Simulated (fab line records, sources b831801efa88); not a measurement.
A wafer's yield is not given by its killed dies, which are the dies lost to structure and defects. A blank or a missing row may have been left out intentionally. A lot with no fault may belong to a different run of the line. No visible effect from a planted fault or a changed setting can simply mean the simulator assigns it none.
Which tool is to blame? ; flow gf180mcu ; Sampling: 11 lots, 33 wafers, 7 of 602 route steps

== WHAT EACH GAUGE READ, for each wafer ==
GF_M2_CD_MEAS_14 targets a cd of 280 nm.
lot;measured;on;cd nm (nm)
L904;day 19 04:58;cd sem-01;278.9 279.5 279.6
L906;day 19 17:49;cd sem-02;278.2 277.3 278.5
L907;day 20 08:28;cd sem-02;279.5 280.6 280.1
L908;day 20 10:05;cd sem-01;279.3 279.4 278.9
L909;day 20 23:02;cd sem-02;278.9 279.6 278.7
L912;day 22 05:13;cd sem-02;282.0 280.2 280.3
L915;day 23 12:07;cd sem-02;279.3 279.7 279.7
L917;day 24 07:11;cd sem-01;280.2 281.5 280.7
L922;day 25 15:11;cd sem-02;279.3 280.2 279.2
L923;day 25 20:45;cd sem-02;279.9 280.5 281.1
L924;day 26 02:24;cd sem-02;280.4 279.8 281.4

GF_V3_RS_MEAS_24: a four-point-probe measurement.
lot;measured;on;V3_W_RS (ohm/sq)
L904;day 22 08:41;film metro-01;0.329 0.329 0.328
L906;day 22 20:46;film metro-01;0.330 0.331 0.332
L907;day 23 12:08;film metro-04;0.328 0.331 0.333
L908;day 23 12:48;film metro-04;0.324 0.328 0.328
L909;day 24 01:56;film metro-03;0.325 0.321 0.323
L912;day 25 07:29;film metro-04;0.325 0.325 0.323
L915;day 26 10:58;film metro-03;0.324 0.324 0.326
L917;day 27 06:11;film metro-04;0.322 0.324 0.324
L922;day 28 10:44;film metro-03;0.195 0.196 0.195
L923;day 28 16:23;film metro-03;0.332 0.324 0.329
L924;day 28 20:27;film metro-01;0.194 0.192 0.195

GF_V3_THK_MEAS_25: measures by xrf.
lot;measured;on;V3_W_THK (nm)
L904;day 22 08:48;film metro-01;357 353 352
L906;day 22 20:53;film metro-01;353 353 353
L907;day 23 12:15;film metro-04;348 345 344
L908;day 23 12:55;film metro-04;351 348 348
L909;day 24 02:03;film metro-03;354 361 360
L912;day 25 07:36;film metro-04;362 361 364
L915;day 26 11:05;film metro-03;359 361 359
L917;day 27 06:19;film metro-04;360 361 358
L922;day 28 10:52;film metro-03;- - -
L923;day 28 16:30;film metro-03;350 359 354
L924;day 28 20:34;film metro-01;- - -

GF_V4_THK_MEAS_03.
lot;measured;on;V4_CVD_02_THK (nm)
L904;day 23 08:58;film metro-04;852 864 856
L906;day 23 20:47;film metro-02;861 885 878
L907;day 24 11:30;film metro-01;843 861 847
L908;day 24 12:43;film metro-04;858 845 857
L909;day 25 01:40;film metro-01;854 860 873
L912;day 26 06:58;film metro-02;850 884 876
L915;day 27 09:42;film metro-02;857 854 868
L917;day 28 04:28;film metro-02;847 858 865
L922;day 29 07:43;film metro-01;847 852 863
L923;day 29 12:46;film metro-04;832 831 835
L924;day 29 16:46;film metro-01;836 836 830

== TOOL THAT RAN EACH LOT (tool first, then ch and the chambers of the sampled wafers, then the start) ==
lot;GF_V2_SPUTTER_21;GF_V3_CVD_23;GF_V3_CMP_26
L904;pvd sputter-03, day 20 06:43;cvd w-02 ch 0,1, day 22 08:34;cmp-01 ch 0,2,3, day 22 09:00
L906;pvd sputter-04, day 20 19:14;cvd w-02 ch 0,1, day 22 20:40;cmp-02 ch 0,1,2, day 22 21:06
L907;pvd sputter-04, day 21 10:32;cvd w-01 ch 0,1, day 23 12:01;cmp-01 ch 0,1,2, day 23 12:21
L908;pvd sputter-03, day 21 11:31;cvd w-01 ch 0,1, day 23 12:41;cmp-01 ch 0,1,3, day 23 12:59
L909;pvd sputter-01, day 22 00:35;cvd w-01 ch 0,1, day 24 01:49;cmp-01 ch 0,1,3, day 24 02:15
L912;pvd sputter-04, day 23 06:54;cvd w-01 ch 0,1, day 25 07:22;cmp-01 ch 0,1,3, day 25 07:45
L915;pvd sputter-01, day 24 12:53;cvd w-01 ch 0,1, day 26 10:52;cmp-01 ch 0,1,2, day 26 11:12
L917;pvd sputter-04, day 25 08:11;cvd w-02 ch 0,1, day 27 06:05;cmp-02 ch 0,2, day 27 06:25
L922;pvd sputter-03, day 26 14:44;cvd w-01 ch 0,1, day 28 10:38;cmp-02 ch 0,1,3, day 28 10:55
L923;pvd sputter-04, day 26 20:13;cvd w-02 ch 0,1, day 28 16:16;cmp-01 ch 0,1,2, day 28 16:34
L924;pvd sputter-04, day 27 02:10;cvd w-01 ch 0,1, day 28 20:20;cmp-02 ch 0,2,3, day 28 20:38
- GF_V2_SPUTTER_21: material Ti, target thk 15 nm, time 80.02 s.
- GF_V3_CVD_23: deposits W, target thk 350 nm, time 104.9 s.
- GF_V3_CMP_26: polishes, stops on SiO2, t overpolish 15 s, target thk 0 nm.

== WHAT THE TOOLS THEMSELVES READ (means of the sampled wafers that have a number; where no wafer has one, the mark that the record gives instead) ==
GF_V2_SPUTTER_21.
lot;tool;cathode dc power W (W);throttle valve pct (%)
L904;pvd sputter-03;2500.0;30.7
L906;pvd sputter-04;2500.0;30.8
L907;pvd sputter-04;2500.1;30.8
L908;pvd sputter-03;2500.4;30.1
L909;pvd sputter-01;2499.7;29.7
L912;pvd sputter-04;2499.7;32.0
L915;pvd sputter-01;2499.9;29.8
L917;pvd sputter-04;2500.1;30.1
L922;pvd sputter-03;2500.1;30.3
L923;pvd sputter-04;2500.2;31.1
L924;pvd sputter-04;2499.9;30.8

GF_V3_CVD_23.
lot;tool;heater power outer w (W);heater power w (W);susceptor temp C (C)
L904;cvd w-02;448;674;400.04
L906;cvd w-02;468;685;400.27
L907;cvd w-01;592;923;400.20
L908;cvd w-01;595;930;400.03
L909;cvd w-01;599;925;400.10
L912;cvd w-01;601;920;399.93
L915;cvd w-01;597;932;399.70
L917;cvd w-02;443;683;400.07
L922;cvd w-01;788;1223;443.28
L923;cvd w-02;456;683;400.11
L924;cvd w-01;837;1276;443.07

GF_V3_CMP_26.
lot;tool;motor current A (A);time to endpoint s (s)
L904;cmp-01;11.2;87.6
L906;cmp-02;10.3;85.0
L907;cmp-01;11.8;82.3
L908;cmp-01;11.6;83.6
L909;cmp-01;11.6;86.1
L912;cmp-01;11.4;87.0
L915;cmp-01;12.1;86.4
L917;cmp-02;10.5;86.4
L922;cmp-02;11.6;140.7
L923;cmp-01;11.6;82.6
L924;cmp-02;11.9;140.4

== THE ANSWER, worked out from the rows above alone ==
Rule: what is usual is taken from the lots themselves. Put in order of their means at a reading, lots are off if they are a third of the lots or fewer, leave a main group of 4 or more, and stand apart from it by a gap of 3 or more times the standard deviation of the main group's means; of several such gaps the widest counts. A main group is skipped when, at the precision printed for the reading in the tables above, its means are all equal. Also off: a lot with no number at a reading for which 4 or more lots have one. Where the step has rows for the other lots, those lots are counted as sound. First the gauges in route order, then the tools' own readings, where a lot's mean is used as printed above. At the first step where some lot is off, the reading lying furthest off is the one used; lots without a number count as furthest.
Off: L922, L924, at GF_V3_RS_MEAS_24 (V3_W_RS). For the main group the mean is 0.327 ohm/sq and the standard deviation 0.0029.
A tool fits if, at a process step before that reading, it ran every lot that is off, and no sound lot after the first of them. The gauges at GF_V3_RS_MEAS_24 aren't tried: what is off there is off at GF_V3_CVD_23 too, on other tools, and a gauge's error can't cause that. One fits: GF_V3_CVD_23 on cvd w-01. Its last sound lot is L915 (day 26 10:52), its first lot that is off L922 (day 28 10:38): a fault that began between those two fits.
The tool's own readings at GF_V3_CVD_23 bear it out: on the lots that are off they differ by more than 5 times the standard deviation of the sound lots' means. susceptor temp C reads 443.17 C there against 400.05 C on the sound lots.

== WHAT THE SIMULATOR PUT IN ==
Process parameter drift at GF_V3_CVD_23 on cvd w-01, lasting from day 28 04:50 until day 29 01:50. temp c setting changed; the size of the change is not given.
Shown lots that were struck: L922, L924. The same result came from the rule above.
